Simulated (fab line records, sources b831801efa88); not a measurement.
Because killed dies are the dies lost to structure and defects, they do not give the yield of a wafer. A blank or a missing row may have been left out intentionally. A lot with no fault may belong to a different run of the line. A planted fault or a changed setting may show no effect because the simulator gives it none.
fab line records -- flow sky130
record lots=5, wafers=15, last_day=50
route steps=708 shown CAP2M@620 METAL4@621 PAD_OPEN@708
lots untouched by any fault: they come from a run of this same line in which no faults occurred
start_h: hours from the record's first day to the start of the lot's first wafer shown -- wait_h: hours elapsed since this lot's preceding step -- " identical to the entry in the row above -- L1.1+2: one row covering several wafers at once -- - no value, or no start was given -- * or withheld: withheld -- < > ~ a bound
route shown NAME@n: NAME is a module with steps in the file, n the number in the route of the first one -- usual: average and standard deviation across the fault-free wafers -- same: alike in all rows -- chamber/n: place in a boat -- sites: each site's reading -- _std_site: how widely they spread, as a standard deviation -- _edge_site: inner sites' mean taken away from outer sites' mean -- radius_mm: how far each site lies from the wafer's centre -- mask NAME#n: copy n -- behind: tool/chamber where the wafer was last shaped -- hold: why the lot went on hold/how many hours it stayed there/how the hold came to an end -- device: transistor that didn't switch, given as n, p or np -- end of line: tests run on the same wafers once the route is complete -- a step without rows: its recipe alone -- killed: at the first sort, the dies lost to defects and structure; wafer yield is something else -- map: a wafer's dies, marking killed ones x, the rest . and places with no die _
set.NAME: the setting that was run; set.NAME@STEP: the one run at that earlier step -- model.NAME: the simulator's own value behind a step, which no gauge read
lots at selected steps of the route; one table per step, one row per wafer
services: a tool's chamber out of use, with start hour (start_h, from the record's first day; less than 0 if before it), hours out, and reason
## steps
# step SKY_CAP2M_CLEAN_17
# recipe chemistry=O3/DIW, dry=n2_spin
# step SKY_METAL4_DEHYDRATE_05
# recipe temp_c=200, time_s=60
# step SKY_METAL4_HMDS_06
# recipe prime_time_s=60, prime_temp_c=120
# step SKY_METAL4_COAT_07
# recipe resist=BARC, temp_c=withheld, time_s=withheld, spin_rpm=3000, resist_thk_nm=60
# step SKY_METAL4_COAT_08
# recipe resist=KrF-thick, spin_rpm=3000, resist_thk_nm=1140
# step SKY_METAL4_SOFTBAKE_09
# recipe temp_c=100, time_s=90, resist=KrF-thick
# step SKY_METAL4_EXPOSE_10
# recipe mask_id=MM4, na=0.68, source_shape=annular, sigma_inner=0.4, sigma_outer=0.8, target_cd_nm=300, dose_mj=28
# step SKY_METAL4_PEB_11
# recipe peb_temp_c=withheld, peb_time_s=withheld, resist=KrF-thick
# step SKY_METAL4_DEVELOP_12
# recipe develop_time_s=60, resist=KrF-thick, dev_temp_c=21
# step SKY_METAL4_CD_MEAS_13
# recipe target_cd_nm=300
# usual cd_nm=299.6/1.4
lot.wafer,tool,chamber,start_h,wait_h,cd_nm
L252.2,cd_sem-02,-,1021.47,-,299.1
L252.4,cd_sem-02,-,1021.47,-,297.5
L252.5,cd_sem-02,-,1021.47,-,299.4
L259.2,cd_sem-01,-,1060.02,-,297.8
L259.3,cd_sem-01,-,1060.02,-,297.8
L259.6,cd_sem-01,-,1060.02,-,297.1
L265.2,cd_sem-02,-,1096.48,-,299.3
L265.3,cd_sem-02,-,1096.48,-,298.5
L265.4,cd_sem-02,-,1096.48,-,299.6
L267.1,cd_sem-01,-,1107.22,-,299.8
L267.3,cd_sem-01,-,1107.22,-,301.3
L267.4,cd_sem-01,-,1107.22,-,300.1
L269.1,cd_sem-02,-,1123.62,-,300.5
L269.2,cd_sem-02,-,1123.62,-,302.0
L269.6,cd_sem-02,-,1123.62,-,302.1
# step SKY_METAL4_OVL_MEAS_14
# usual METAL4_OVL=4/6
lot.wafer,tool,chamber,start_h,wait_h,METAL4_OVL[nm]
L252.2,overlay-02,-,1021.58,0.1,9
L252.4,overlay-02,-,1021.58,0.1,18
L252.5,overlay-02,-,1021.58,0.1,10
L259.2,overlay-02,-,1060.13,0.1,11
L259.3,overlay-02,-,1060.13,0.1,3
L259.6,overlay-02,-,1060.13,0.1,6
L265.2,overlay-01,-,1096.58,0.1,5
L265.3,overlay-01,-,1096.58,0.1,12
L265.4,overlay-01,-,1096.58,0.1,7
L267.1,overlay-02,-,1107.34,0.1,7
L267.3,overlay-02,-,1107.34,0.1,8
L267.4,overlay-02,-,1107.34,0.1,7
L269.1,overlay-01,-,1123.74,0.1,-7
L269.2,overlay-01,-,1123.74,0.1,-4
L269.6,overlay-01,-,1123.74,0.1,-3
# step SKY_METAL4_DESCUM_15
# recipe chemistry=O2, source_power_w=150, bias_power_w=0, pressure_mtorr=10, temp_c=40, time_s=8
# usual drypump_motor_current_A=5.8/0.42, oes_product_au=1.005/0.016, rf_fwd_power_W=146.7/0.61
lot.wafer,tool,chamber,start_h,wait_h,drypump_motor_current_A,oes_product_au,rf_fwd_power_W,rf_hours_counter_h
L252.2,rie_metal-02,1,1021.61,0.0,5.8,1.013,146.8,21
L252.4,rie_metal-02,1,1021.61,0.0,5.8,1.016,146.7,-
L252.5,rie_metal-02,0,1021.61,0.0,6.2,0.986,146.5,-
L259.2,rie_metal-01,0,1060.16,0.0,5.1,1.014,146.5,12
L259.3,rie_metal-01,0,1060.16,0.0,5.1,1.014,146.9,-
L259.6,rie_metal-01,0,1060.16,0.0,5.1,1.026,147.2,-
L265.2,rie_metal-02,0,1096.61,0.0,6.2,0.989,147.2,18
L265.3,rie_metal-02,0,1096.61,0.0,6.3,1.004,146.8,-
L265.4,rie_metal-02,1,1096.61,0.0,5.8,1.021,146.8,-
L267.1,rie_metal-02,0,1107.37,0.0,6.3,0.986,146.9,21
L267.3,rie_metal-02,0,1107.37,0.0,6.3,0.995,146.9,-
L267.4,rie_metal-02,0,1107.37,0.0,6.3,0.993,146.2,-
L269.1,rie_metal-03,1,1123.77,0.0,6.0,0.997,146.3,17
L269.2,rie_metal-03,0,1123.77,0.0,5.2,1.009,147.5,12
L269.6,rie_metal-03,0,1123.77,0.0,5.3,1.009,147.2,-
# step SKY_METAL4_ETCH_16
# recipe chemistry=N2/H2, target=BARC, ion_energy_ev=200, bias_w=100, pressure_mtorr=30, n2_flow_sccm=100, h2_flow_sccm=200, icp_w=500, stop_on=SiO2, time_s=88.2, target_depth_a=600
# usual drypump_motor_current_A=5.8/0.42, oes_product_au=0.626/0.0048, rf_fwd_power_W=496.4/1.8, run_length_s=116.7/0.44, throttle_valve_pct=13.205/0.0093
lot.wafer,tool,chamber,start_h,wait_h,drypump_motor_current_A,oes_product_au,rf_fwd_power_W,rf_hours_counter_h,run_length_s,throttle_valve_pct
L252.2,rie_metal-02,1,1021.64,0.0,5.8,0.626,495.4,21,117.1,13.199
L252.4,rie_metal-02,1,1021.64,0.0,5.8,0.628,496.3,-,117.0,13.215
L252.5,rie_metal-02,0,1021.64,0.0,6.2,0.630,497.8,-,116.9,13.206
L259.2,rie_metal-01,0,1060.19,0.0,5.1,0.621,495.5,12,116.4,13.212
L259.3,rie_metal-01,0,1060.19,0.0,5.1,0.626,498.1,-,116.3,13.211
L259.6,rie_metal-01,0,1060.19,0.0,5.1,0.624,497.0,-,116.7,13.197
L265.2,rie_metal-02,0,1096.64,0.0,6.3,0.628,495.5,18,116.2,13.205
L265.3,rie_metal-02,0,1096.64,0.0,6.3,0.630,496.7,-,116.0,13.194
L265.4,rie_metal-02,1,1096.64,0.0,5.9,0.664,-,-,109.6,13.211
L267.1,rie_metal-02,0,1107.44,0.1,6.3,0.629,497.5,21,116.2,13.200
L267.3,rie_metal-02,0,1107.44,0.1,6.3,0.623,495.3,-,116.4,13.206
L267.4,rie_metal-02,0,1107.44,0.1,6.3,0.632,498.2,-,116.3,13.200
L269.1,rie_metal-03,1,1123.80,0.0,6.0,0.626,492.5,17,117.0,13.212
L269.2,rie_metal-03,0,1123.80,0.0,5.3,0.633,496.4,12,117.1,13.194
L269.6,rie_metal-03,0,1123.80,0.0,5.2,0.626,497.9,-,116.7,13.217
# step SKY_METAL4_ETCH_17
# recipe target=SiO2, stop_on=TiN, chemistry=C4F8/O2/Ar, source_w=1500, bias_w=1200, pressure_mtorr=40, c4f8_flow_sccm=withheld, O2_flow_sccm=6, Ar_flow_sccm=300, time_s=3.9, target_depth_a=150
# usual oes_product_au=0.757/0.0075, rf_fwd_power_W=1468/7.9
lot.wafer,tool,chamber,start_h,wait_h,oes_product_au,rf_fwd_power_W,rf_hours_counter_h
L252.2,rie_diel-01,2,1021.74,0.1,0.742,1468,11
L252.4,rie_diel-01,1,1021.74,0.1,0.763,1466,29
L252.5,rie_diel-01,3,1021.74,0.1,0.763,1486,-
L259.2,rie_diel-01,2,1060.29,0.1,0.742,1463,12
L259.3,rie_diel-01,3,1060.29,0.1,0.757,1487,11
L259.6,rie_diel-01,3,1060.29,0.1,0.753,1486,-
L265.2,rie_diel-02,3,1096.74,0.1,0.757,1478,8
L265.3,rie_diel-02,0,1096.74,0.1,0.759,1466,6
L265.4,rie_diel-02,1,1096.74,0.1,0.765,1470,14
L267.1,rie_diel-04,3,1107.63,0.2,0.748,1476,8
L267.3,rie_diel-04,1,1107.63,0.2,0.758,1458,14
L267.4,rie_diel-04,0,1107.63,0.2,0.755,1461,15
L269.1,rie_diel-04,1,1123.90,0.1,0.765,1462,14
L269.2,rie_diel-04,2,1123.90,0.1,0.768,1462,23
L269.6,rie_diel-04,3,1123.90,0.1,0.776,1468,-
# step SKY_PAD_OPEN_PROBE_99
# usual defect_limited_yield=82.3/1.8, killed_at_M0_to_M3=43/7, killed_at_M4_up=3.1/1.9, killed_at_contacts=25/6.1, killed_at_front_end=15/4.5, killed_at_other=0.3/0.55, killed_dies=87/8.9, killed_open=47/6.4, killed_short=40/6.6, sort_bin_3_pad_short=0.9/0.42, sort_bin_5_function=10.4/1.4, sort_bin_6_memory=6.5/1.1, sort_n_pass=405/8.9, sort_yield_pct=82.3/1.8
# same gross_dies=492, killed_at_back_side=0, sort_bin_4_leakage[%]=0, sort_bin_8_speed[%]=0
lot.wafer,tool,chamber,start_h,wait_h,defect_limited_yield[%],killed_at_M0_to_M3,killed_at_M4_up,killed_at_contacts,killed_at_front_end,killed_at_other,killed_dies,killed_open,killed_short,sort_bin_3_pad_short[%],sort_bin_5_function[%],sort_bin_6_memory[%],sort_n_pass,sort_yield_pct[%]
L252.2,prober-01,-,1114.99,0.1,80.3,43,6,26,22,0,97,54,43,0.6,13.0,6.1,395,80.3
L252.4,prober-01,-,1115.09,0.2,81.3,46,2,20,23,1,92,49,42,1.2,11.2,6.3,400,81.3
L252.5,prober-01,-,1115.14,0.2,76.6,49,7,36,23,0,115,71,43,1.6,14.0,7.7,377,76.6
L259.2,prober-02,-,1148.36,0.1,83.1,32,6,26,19,0,83,47,35,0.8,8.1,7.9,409,83.1
L259.3,prober-02,-,1148.41,0.2,82.3,49,5,17,16,0,87,55,31,0.4,10.4,6.9,405,82.3
L259.6,prober-02,-,1148.56,0.2,82.1,46,8,24,9,1,88,45,43,0.4,10.4,7.1,404,82.1
L265.2,prober-01,-,1178.44,0.1,83.3,32,2,28,20,0,82,53,29,1.0,11.2,4.5,410,83.3
L265.3,prober-01,-,1178.49,0.2,80.5,45,3,37,11,0,96,61,33,0.6,11.8,7.1,396,80.5
L265.4,prober-01,-,1178.54,0.2,83.7,33,4,28,15,0,80,41,36,0.8,9.1,6.3,412,83.7
L267.1,prober-02,-,1187.93,0.1,82.3,47,2,22,15,1,87,46,41,0.8,11.4,5.5,405,82.3
L267.3,prober-02,-,1188.03,0.2,82.3,46,1,28,12,0,87,45,42,1.2,9.8,6.7,405,82.3
L267.4,prober-02,-,1188.08,0.2,82.5,47,2,23,14,0,86,44,42,0.4,11.0,6.1,406,82.5
L269.1,prober-01,-,1198.71,0.1,83.9,38,2,23,16,0,79,38,41,1.0,8.9,6.1,413,83.9
L269.2,prober-01,-,1198.76,0.1,83.5,48,1,23,9,0,81,47,34,0.8,9.8,5.9,411,83.5
L269.6,prober-01,-,1198.96,0.2,78.3,53,8,26,20,0,107,53,54,1.0,12.8,7.9,385,78.3
# killed by level:class
L252.2 VIA1:geometric_particle:open=11 FIELD_ISO:geometric_particle:short=8 CONTACT:geometric_particle:open=8 VIA3:geometric_particle:open=8 FIELD_ISO:geometric_particle:open=7 LI_CONTACT:geometric_particle:open=7 VIA1:geometric_particle:short=7 VIA2:geometric_particle:open=7
L252.4 VIA1:geometric_particle:short=9 VIA1:geometric_particle:open=9 LI_CONTACT:geometric_particle:open=8 FIELD_ISO:geometric_particle:open=6 POLY_GATE:geometric_particle:short=5 VIA3:geometric_particle:open=5 VIA2:geometric_particle:open=4 METAL1:geometric_particle:short=4
L252.5 VIA1:geometric_particle:open=13 CONTACT:geometric_particle:open=12 LI_CONTACT:geometric_particle:open=11 VIA3:geometric_particle:open=11 POLY_GATE:geometric_particle:open=7 FIELD_ISO:geometric_particle:short=6 METAL4:geometric_particle:short=6 VIA2:geometric_particle:open=5
L259.2 CONTACT:geometric_particle:open=9 VIA2:geometric_particle:open=7 FIELD_ISO:geometric_particle:open=6 CONTACT:geometric_particle:short=6 POLY_GATE:geometric_particle:open=5 LI_CONTACT:geometric_particle:open=5 VIA1:geometric_particle:open=5 VIA3:geometric_particle:open=5
L259.3 VIA3:geometric_particle:open=11 VIA1:geometric_particle:open=10 FIELD_ISO:geometric_particle:open=6 POLY_GATE:geometric_particle:open=6 CONTACT:geometric_particle:open=6 VIA2:geometric_particle:open=6 VIA1:geometric_particle:short=5 LI_CONTACT:geometric_particle:open=4
L259.6 VIA1:geometric_particle:open=9 VIA3:geometric_particle:open=9 CONTACT:geometric_particle:open=8 METAL4:geometric_particle:short=7 VIA3:geometric_particle:short=7 LI_CONTACT:geometric_particle:open=6 VIA2:geometric_particle:open=6 LI_CONTACT:geometric_particle:short=4
L265.2 CONTACT:geometric_particle:open=16 FIELD_ISO:geometric_particle:open=8 VIA1:geometric_particle:open=8 VIA1:geometric_particle:short=5 FIELD_ISO:geometric_particle:short=4 METAL2:geometric_particle:short=4 POLY_GATE:geometric_particle:open=4 VIA3:geometric_particle:open=4
L265.3 CONTACT:geometric_particle:open=17 VIA1:geometric_particle:open=11 VIA2:geometric_particle:open=10 VIA3:geometric_particle:open=8 LOCAL_INTERCONNECT:geometric_particle:short=7 METAL2:geometric_particle:short=7 LI_CONTACT:geometric_particle:open=6 VIA1:geometric_particle:short=4
L265.4 CONTACT:geometric_particle:open=13 VIA1:geometric_particle:open=7 METAL1:geometric_particle:short=6 LI_CONTACT:geometric_particle:open=6 CONTACT:geometric_particle:short=6 VIA3:geometric_particle:open=6 FIELD_ISO:geometric_particle:short=5 METAL2:geometric_particle:short=5
L267.1 VIA1:geometric_particle:open=17 LOCAL_INTERCONNECT:geometric_particle:short=7 FIELD_ISO:geometric_particle:open=6 METAL1:geometric_particle:short=6 VIA2:geometric_particle:open=6 LI_CONTACT:geometric_particle:open=4 VIA1:geometric_particle:short=4 LI_CONTACT:geometric_particle:short=3
L267.3 VIA1:geometric_particle:open=11 LOCAL_INTERCONNECT:geometric_particle:short=8 LI_CONTACT:geometric_particle:open=7 CONTACT:geometric_particle:open=7 VIA1:geometric_particle:short=7 VIA2:geometric_particle:open=7 METAL2:geometric_particle:short=6 METAL1:geometric_particle:short=6
L267.4 VIA3:geometric_particle:open=11 VIA2:geometric_particle:open=9 CONTACT:geometric_particle:open=8 CONTACT:geometric_particle:short=6 METAL1:geometric_particle:short=6 VIA1:geometric_particle:short=6 FIELD_ISO:geometric_particle:short=4 FIELD_ISO:geometric_particle:open=4
L269.1 CONTACT:geometric_particle:open=9 VIA1:geometric_particle:open=9 METAL2:geometric_particle:short=8 FIELD_ISO:geometric_particle:short=6 LOCAL_INTERCONNECT:geometric_particle:short=5 METAL1:geometric_particle:short=5 POLY_GATE:geometric_particle:short=4 LI_CONTACT:geometric_particle:open=4
L269.2 VIA3:geometric_particle:open=10 VIA1:geometric_particle:open=9 CONTACT:geometric_particle:short=6 METAL2:geometric_particle:short=6 FIELD_ISO:geometric_particle:open=5 CONTACT:geometric_particle:open=5 VIA2:geometric_particle:short=5 VIA3:geometric_particle:short=5
L269.6 VIA1:geometric_particle:open=14 LI_CONTACT:geometric_particle:open=7 CONTACT:geometric_particle:open=7 METAL2:geometric_particle:short=7 FIELD_ISO:geometric_particle:short=6 VIA1:geometric_particle:short=6 METAL4:geometric_particle:short=6 VIA2:geometric_particle:short=6
## services
tool,chamber,start_h,hours,kind
rie_diel-04,2,1000.36,4.5,repair
rie_diel-01,0,1002.78,9.4,repair
rie_metal-03,0,1014.92,2.2,repair
rie_diel-01,1,1044.89,-,clean
rie_diel-01,1,1044.89,25.0,scheduled_down
rie_diel-01,1,1044.89,25.0,vent_cycle
rie_diel-02,-,1063.48,0.1,repair
rie_metal-02,1,1096.74,-,clean
rie_metal-02,1,1096.74,14.1,scheduled_down
rie_metal-02,1,1096.74,14.1,vent_cycle
rie_metal-01,-,1106.04,1.6,repair
rie_diel-02,-,1107.18,1.5,repair
rie_metal-01,1,1109.42,-,clean
rie_metal-01,1,1109.42,26.3,scheduled_down
rie_metal-01,1,1109.42,26.3,vent_cycle
## key
first_sign step=SKY_METAL4_ETCH_16, reading=run_length_s, direction=down, sigmas=16, usual=*, struck=*
effect step=SKY_METAL4_ETCH_16, reading=oes_product_au, direction=up, sigmas=7.9, usual=0.626, struck=0.664
met_at SKY_METAL4_ETCH_16
struck_wafers L265.4
onset_between 1021.64 1096.64
fault kind=process_parameter_drift, tool=rie_metal-02, chamber=1, onset_h=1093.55, steps=SKY_METAL4_ETCH_16, channel=time_s, offset=*, shape=step, end_h=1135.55, acts_in=*, stated=*
